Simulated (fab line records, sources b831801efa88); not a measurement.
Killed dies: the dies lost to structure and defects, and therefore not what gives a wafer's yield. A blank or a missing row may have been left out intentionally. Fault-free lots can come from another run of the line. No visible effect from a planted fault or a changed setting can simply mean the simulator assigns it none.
fab line records    flow sfqLine
[record] lots = 14  wafers = 42  lastDay = 78
route steps=325 shown M5@207 A5B@210 R5@212
lots with no fault: from the same line, run without faults
startH: start of the lot's first displayed wafer, in hours after the record's first day    waitH: how many hours have passed since the lot's step before this one    " identical to the entry in the row above    L1.1+2: a row that stands for several wafers    - no value present, or no start provided    * or withheld: withheld    < > ~ a bound
route shown NAME@n: NAME is a module with steps in the file, n the number in the route of the first one    usual: mean/standard deviation of fault-free wafers    same: alike in all rows    chamber/n: place in a boat    sites: each site's reading    _std_site: standard deviation of those values    _edge_site: mean of outer sites minus mean of inner sites    radiusMm: how far each site lies from the wafer's centre    mask NAME#n: copy n    behind: the last tool/chamber to shape the wafer    hold: why the lot was held/for how many hours/how that ended    device: names the non-switching transistor (n, p or np)    end of line: the route-end tests of the same wafers    where a step has no rows: the recipe by itself    killed: at the first sort, the dies lost to defects and structure; wafer yield is something else    map: shows each die of a wafer: x if killed, . if not, _ if none is there
set.NAME: the setting that was run; set.NAME@STEP: the one run at that earlier step    model.NAME: the simulator's own value behind a step, which no gauge read
a sample of lots followed through the steps of the route, with each step as a table and each wafer as a row
services: when a tool's chamber went out of use (startH, in hours from the record's first day, below 0 if earlier), for how many hours, and the reason
[[steps]]
[step SFQ_TRILAYER_M5_STRIP_STRIP_127]
[recipe] gas = O2  powerW = 200  platenTempC = 40  overashFraction = 0.65  chemistry = O2  pressureMtorr = 50
[usual] drypumpMotorCurrentA = 6.0/0.34  oesProductAu = 1.004/0.011
lot.wafer  tool         chamber  startH   waitH  drypumpMotorCurrentA  oesProductAu  rfHoursCounterH
L412.1     rieMetal-01  1        1057.74  0.1    6.3                   1.008         166
L412.2     "            0        "        "      6.2                   0.984         5
L412.6     "            1        "        "      6.3                   0.999         -
L416.3     rieMetal-01  0        1113.14  0.3    6.2                   0.995         -
L416.5     "            1        "        "      6.3                   0.996         -
L416.6     "            0        "        "      6.2                   0.995         -
L417.1     rieMetal-02  0        1122.54  0.1    5.5                   1.006         108
L417.3     "            0        "        "      5.6                   1.002         -
L417.6     "            0        "        "      5.6                   1.011         -
L418.1     rieMetal-03  0        1136.94  0.1    5.9                   0.991         15
L418.4     "            1        "        "      6.6                   0.987         -
L418.5     "            0        "        "      5.9                   1.004         -
L419.3     rieMetal-02  1        1145.54  0.3    5.8                   1.000         -
L419.5     "            1        "        "      5.8                   1.006         -
L419.6     "            0        "        "      5.5                   0.989         -
L421.1     rieMetal-01  1        1164.54  0.1    6.3                   1.022         5
L421.2     "            0        "        "      6.2                   0.984         28
L421.6     "            0        "        "      6.2                   0.988         -
L422.3     rieMetal-03  1        1173.14  0.3    6.6                   1.010         -
L422.4     "            0        "        "      5.9                   1.015         -
L422.6     "            0        "        "      5.9                   1.016         -
L423.1     rieMetal-01  0        1177.76  0.1    6.2                   0.992         31
L423.3     "            0        "        "      6.2                   0.989         -
L423.5     "            0        "        "      6.2                   0.992         -
L424.2     rieMetal-03  1        1181.36  0.1    6.6                   0.994         154
L424.3     "            0        "        "      5.9                   1.015         -
L424.6     "            0        "        "      5.9                   1.006         -
L427.3     rieMetal-01  1        1201.74  0.3    6.4                   1.015         -
L427.4     "            0        "        "      6.2                   0.981         -
L427.6     "            0        "        "      6.2                   0.983         -
L428.1     rieMetal-03  1        1207.54  0.1    6.6                   0.995         159
L428.3     "            1        "        "      6.6                   0.987         -
L428.6     "            0        "        "      5.9                   1.008         -
L429.1     rieMetal-02  0        1213.64  0.1    5.5                   0.998         126
L429.3     "            0        "        "      5.5                   1.005         -
L429.4     "            1        "        "      5.7                   1.015         -
L430.1     rieMetal-02  1        1220.84  0.1    5.8                   1.014         39
L430.2     "            0        "        "      5.6                   0.998         127
L430.4     "            1        "        "      5.8                   1.015         -
L432.1     rieMetal-03  0        1241.74  0.3    5.9                   1.017         34
L432.3     "            0        "        "      5.9                   1.017         -
L432.4     "            0        "        "      5.9                   1.021         -
[step SFQ_TRILAYER_A5B_CMP_CMP_130]
[recipe] stopOn = Nb  downForcePsi = 3  platenRpm = 60  targetThkNm = 340.7
[usual] motorCurrentA = 10.8/1
lot.wafer  tool    chamber  startH   waitH  motorCurrentA
L412.2     cmp-01  0        1126.70  68.1   10.7
L412.1     "       2        1127.70  69.1   11.7
L412.6     "       3        "        "      11.2
L416.3     cmp-02  3        1179.24  65.5   11.1
L416.6     "       2        1180.74  66.9   9.7
L416.5     "       3        "        "      10.7
L417.3     cmp-02  1        1191.24  67.9   8.9
L417.1     "       3        1192.24  68.9   10.9
L417.6     "       1        1193.24  69.8   9.4
L418.4     cmp-01  0        1201.38  63.6   10.2
L418.1     "       1        "        "      12.6
L418.5     "       1        1203.88  66.1   13.0
L419.3     cmp-02  1        1211.74  65.6   9.9
L419.5     "       1        1213.74  67.5   9.7
L419.6     "       2        "        "      9.8
L421.2     cmp-01  2        1228.88  63.5   11.0
L421.1     "       3        "        "      10.6
L421.6     "       1        1230.38  65.0   12.5
L422.3     cmp-01  0        1234.38  60.6   10.5
L422.4     "       2        1235.38  61.6   11.2
L422.6     "       0        1236.38  62.6   11.1
L423.3     cmp-02  2        1238.45  59.9   9.4
L423.1     "       0        1239.45  60.9   9.9
L423.5     "       3        1240.95  62.3   10.9
L424.3     cmp-01  0        1244.38  62.0   11.0
L424.2     "       1        "        "      12.2
L424.6     "       2        "        "      11.0
L427.3     cmp-02  0        1262.68  60.3   9.7
L427.4     "       1        "        "      9.7
L427.6     "       1        1265.18  62.8   9.8
L428.1     cmp-01  0        1268.88  60.5   10.7
L428.3     "       2        1269.88  61.5   11.3
L428.6     "       3        "        "      11.2
L429.1     cmp-01  0        1271.38  56.9   10.7
L429.4     "       1        "        "      12.7
L429.3     "       2        "        "      11.5
L430.2     cmp-01  3        1277.38  55.7   10.6
L430.1     "       0        "        "      10.6
L430.4     "       1        "        "      13.1
L432.1     cmp-02  1        1294.72  51.6   9.3
L432.3     "       3        1295.72  52.6   10.8
L432.4     "       0        "        "      10.0
[step SFQ_TRILAYER_R5_DEP_SPUTTER_132]
[recipe] material = Ti  basePressurePa = 1.33e-06  targetThkNm = 5  powerW = 2000  timeS = 5  chamberPressurePa = 0.4
[usual] throttleValvePct = 30.2/0.72
lot.wafer  tool           chamber  startH   waitH  throttleValvePct
L412.1     pvdSputter-05  -        1130.40  1.0    30.6
L412.2     "              -        "        "      29.9
L412.6     "              -        "        "      29.7
L416.3     pvdSputter-03  -        1182.94  0.6    31.2
L416.5     "              -        "        "      30.7
L416.6     "              -        "        "      31.3
L417.1     pvdSputter-03  -        1194.94  1.0    29.6
L417.3     "              -        "        "      29.9
L417.6     "              -        "        "      29.6
L418.1     pvdSputter-05  -        1205.58  1.0    29.6
L418.4     "              -        "        "      30.2
L418.5     "              -        "        "      29.6
L419.3     pvdSputter-03  -        1215.94  0.6    29.5
L419.5     "              -        "        "      29.6
L419.6     "              -        "        "      30.9
L421.1     pvdSputter-03  -        1232.58  1.0    31.3
L421.2     "              -        "        "      31.2
L421.6     "              -        "        "      29.5
L422.3     pvdSputter-03  -        1238.58  0.6    29.7
L422.4     "              -        "        "      31.3
L422.6     "              -        "        "      31.0
L423.1     pvdSputter-03  -        1242.65  1.0    30.9
L423.3     "              -        "        "      29.8
L423.5     "              -        "        "      29.8
L424.2     pvdSputter-03  -        1247.58  0.8    31.1
L424.3     "              -        "        "      30.9
L424.6     "              -        "        "      30.9
L427.3     pvdSputter-05  -        1266.88  0.6    29.8
L427.4     "              -        "        "      29.7
L427.6     "              -        "        "      29.7
L428.1     pvdSputter-05  -        1272.58  1.0    29.4
L428.3     "              -        "        "      30.5
L428.6     "              -        "        "      29.8
L429.1     pvdSputter-03  -        1275.58  1.0    31.3
L429.3     "              -        "        "      30.6
L429.4     "              -        "        "      29.6
L430.1     pvdSputter-04  -        1281.58  1.0    29.8
L430.2     "              -        "        "      28.6
L430.4     "              -        "        "      30.3
L432.1     pvdSputter-05  -        1298.92  1.0    29.4
L432.3     "              -        "        "      30.1
L432.4     "              -        "        "      30.4
[step SFQ_TRILAYER_R5_DEP_SPUTTER_133]
[recipe] material = MoNx  basePressurePa = 1.33e-06  targetThkNm = 40  powerW = 1000  timeS = 66.7  chamberPressurePa = 0.4
[usual] throttleValvePct = 30.2/0.71
lot.wafer  tool           chamber  startH   waitH  throttleValvePct
L412.1     pvdSputter-05  -        1130.42  0.0    30.4
L412.2     "              -        "        "      30.2
L412.6     "              -        "        "      29.7
L416.3     pvdSputter-03  -        1182.96  0.0    31.0
L416.5     "              -        "        "      30.8
L416.6     "              -        "        "      31.2
L417.1     pvdSputter-03  -        1194.96  0.0    29.4
L417.3     "              -        "        "      29.7
L417.6     "              -        "        "      29.7
L418.1     pvdSputter-05  -        1205.60  0.0    29.7
L418.4     "              -        "        "      30.6
L418.5     "              -        "        "      29.5
L419.3     pvdSputter-03  -        1215.96  0.0    29.8
L419.5     "              -        "        "      29.5
L419.6     "              -        "        "      30.8
L421.1     pvdSputter-03  -        1232.60  0.0    31.3
L421.2     "              -        "        "      30.9
L421.6     "              -        "        "      29.7
L422.3     pvdSputter-03  -        1238.60  0.0    29.7
L422.4     "              -        "        "      31.3
L422.6     "              -        "        "      31.2
L423.1     pvdSputter-03  -        1242.67  0.0    30.9
L423.3     "              -        "        "      29.9
L423.5     "              -        "        "      29.8
L424.2     pvdSputter-03  -        1247.60  0.0    31.1
L424.3     "              -        "        "      30.9
L424.6     "              -        "        "      31.1
L427.3     pvdSputter-05  -        1266.90  0.0    29.8
L427.4     "              -        "        "      29.9
L427.6     "              -        "        "      29.7
L428.1     pvdSputter-05  -        1272.60  0.0    29.8
L428.3     "              -        "        "      30.7
L428.6     "              -        "        "      29.8
L429.1     pvdSputter-03  -        1275.60  0.0    31.1
L429.3     "              -        "        "      30.8
L429.4     "              -        "        "      29.6
L430.1     pvdSputter-04  -        1281.60  0.0    30.0
L430.2     "              -        "        "      28.4
L430.4     "              -        "        "      30.4
L432.1     pvdSputter-05  -        1298.94  0.0    29.3
L432.3     "              -        "        "      30.0
L432.4     "              -        "        "      30.6
[step SFQ_R5_RS_MEAS_933]
[recipe] thkMeasGauge = four-point-probe  reads = Ti_of_TRILAYER_R5_DEP_SPUTTER_134+MoNx_of_TRILAYER_R5_DEP_SPUTTER_133+Ti_of_TRILAYER_R5_DEP_SPUTTER_132
[usual] R5_MONX_RS = 7.05/0.12
lot.wafer  tool          chamber  startH   waitH  R5_MONX_RS[ohm/sq]
L412.1     filmMetro-01  -        1130.50  0.0    6.91
L412.2     "             -        "        "      6.98
L412.6     "             -        "        "      6.95
L416.3     filmMetro-01  -        1183.07  0.0    6.99
L416.5     "             -        "        "      7.00
L416.6     "             -        "        "      7.05
L417.1     filmMetro-02  -        1195.03  0.0    7.08
L417.3     "             -        "        "      7.20
L417.6     "             -        "        "      7.07
L418.1     filmMetro-01  -        1205.68  0.0    6.95
L418.4     "             -        "        "      6.97
L418.5     "             -        "        "      6.98
L419.3     filmMetro-03  -        1216.07  0.0    7.20
L419.5     "             -        "        "      7.07
L419.6     "             -        "        "      7.00
L421.1     filmMetro-01  -        1232.68  0.0    6.95
L421.2     "             -        "        "      6.92
L421.6     "             -        "        "      7.01
L422.3     filmMetro-03  -        1238.72  0.0    7.11
L422.4     "             -        "        "      7.08
L422.6     "             -        "        "      7.03
L423.1     filmMetro-03  -        1242.74  0.0    7.08
L423.3     "             -        "        "      7.33
L423.5     "             -        "        "      7.31
L424.2     filmMetro-03  -        1247.70  0.0    6.92
L424.3     "             -        "        "      4.69
L424.6     "             -        "        "      6.94
L427.3     filmMetro-02  -        1267.02  0.0    6.89
L427.4     "             -        "        "      7.08
L427.6     "             -        "        "      6.93
L428.1     filmMetro-01  -        1272.68  0.0    7.08
L428.3     "             -        "        "      6.97
L428.6     "             -        "        "      6.91
L429.1     filmMetro-03  -        1275.68  0.0    4.71
L429.3     "             -        "        "      4.74
L429.4     "             -        "        "      4.79
L430.1     filmMetro-02  -        1281.68  0.0    6.96
L430.2     "             -        "        "      7.05
L430.4     "             -        "        "      7.26
L432.1     filmMetro-03  -        1299.01  0.0    6.92
L432.3     "             -        "        "      6.95
L432.4     "             -        "        "      6.84
[step SFQ_R5_THK_MEAS_934]
[recipe] thkMeasGauge = xrf  reads = MoNx_of_TRILAYER_R5_DEP_SPUTTER_133
[usual] R5_MONX_THK = 39.2/0.69
lot.wafer  tool          chamber  startH   waitH  R5_MONX_THK[nm]
L412.1     filmMetro-01  -        1130.62  0.1    39.5
L412.2     "             -        "        "      39.1
L412.6     "             -        "        "      39.1
L416.3     filmMetro-01  -        1183.17  0.1    39.3
L416.5     "             -        "        "      39.1
L416.6     "             -        "        "      39.2
L417.1     filmMetro-02  -        1195.15  0.1    39.0
L417.3     "             -        "        "      38.4
L417.6     "             -        "        "      39.2
L418.1     filmMetro-01  -        1205.80  0.1    39.0
L418.4     "             -        "        "      39.1
L418.5     "             -        "        "      39.0
L419.3     filmMetro-03  -        1216.17  0.1    38.2
L419.5     "             -        "        "      39.2
L419.6     "             -        "        "      39.4
L421.1     filmMetro-01  -        1232.80  0.1    39.5
L421.2     "             -        "        "      39.7
L421.6     "             -        "        "      39.2
L422.3     filmMetro-03  -        1238.82  0.1    39.0
L422.4     "             -        "        "      39.1
L422.6     "             -        "        "      39.6
L423.1     filmMetro-03  -        1242.86  0.1    38.8
L423.3     "             -        "        "      37.7
L423.5     "             -        "        "      37.9
L424.2     filmMetro-03  -        1247.81  0.1    40.0
L424.3     "             -        "        "      60.4
L424.6     "             -        "        "      39.7
L427.3     filmMetro-02  -        1267.12  0.1    40.5
L427.4     "             -        "        "      39.4
L427.6     "             -        "        "      39.9
L428.1     filmMetro-01  -        1272.80  0.1    38.5
L428.3     "             -        "        "      39.3
L428.6     "             -        "        "      39.4
L429.1     filmMetro-03  -        1275.80  0.1    60.0
L429.3     "             -        "        "      59.6
L429.4     "             -        "        "      58.9
L430.1     filmMetro-02  -        1281.80  0.1    39.5
L430.2     "             -        "        "      39.3
L430.4     "             -        "        "      38.2
L432.1     filmMetro-03  -        1299.13  0.1    40.3
L432.3     "             -        "        "      40.3
L432.4     "             -        "        "      40.7
[[services]]
tool           chamber  startH   hours  kind
cmp-02         -        1047.22  2.0    repair
rieMetal-03    -        1077.54  2.8    pm
cmp-02         -        1079.46  14.0   pm
cmp-02         -        1093.51  4.0    pm
cmp-02         -        1093.53  0.7    repair
cmp-01         -        1097.88  5.6    pm
cmp-01         -        1107.72  3.5    repair
pvdSputter-04  -        1108.55  2.1    repair
pvdSputter-05  -        1108.72  1.8    repair
rieMetal-02    -        1162.14  0.8    repair
rieMetal-02    -        1173.36  0.6    repair
cmp-01         -        1175.86  10.5   repair
pvdSputter-04  -        1181.06  5.3    repair
cmp-02         -        1223.56  2.9    repair
pvdSputter-05  -        1226.58  5.2    repair
rieMetal-01    -        1229.24  0.1    repair
rieMetal-01    0        1229.78  2.9    repair
cmp-01         -        1240.76  0.5    repair
cmp-01         -        1261.38  4.0    pm
pvdSputter-05  -        1261.54  3.7    repair
pvdSputter-03  0        1271.97  -      consumableReplace:kit
cmp-02         -        1276.60  3.1    repair
rieMetal-03    1        1286.99  6.8    repair
pvdSputter-05  -        1291.68  5.0    repair
[[key]]
[firstSign] step = SFQ_R5_RS_MEAS_933  reading = R5_MONX_RS  direction = down  sigmas = 19  usual = 7.05  struck = 4.73
[effect] step = SFQ_R5_THK_MEAS_934  reading = R5_MONX_THK  direction = up  sigmas = 30  usual = 39.2  struck = 59.7
metAt SFQ_TRILAYER_R5_DEP_SPUTTER_133
struckLots L424,L429
struckWafers L424.3,L429.1,L429.3,L429.4
notActingAt SFQ_TRILAYER_M5_STRIP_STRIP_127,SFQ_TRILAYER_A5B_CMP_CMP_130,SFQ_TRILAYER_R5_DEP_SPUTTER_132
onsetBetween 1242.67 1247.60
[fault] kind = processParameterDrift  tool = pvdSputter-03  chamber = -  onsetH = 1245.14  steps = SFQ_TRILAYER_R5_DEP_SPUTTER_133  channel = targetThkNm  offset = 20.612  shape = step  endH = 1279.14  scope = struckWafersOnly  actsIn = theseRecipesOnly  stated = 40
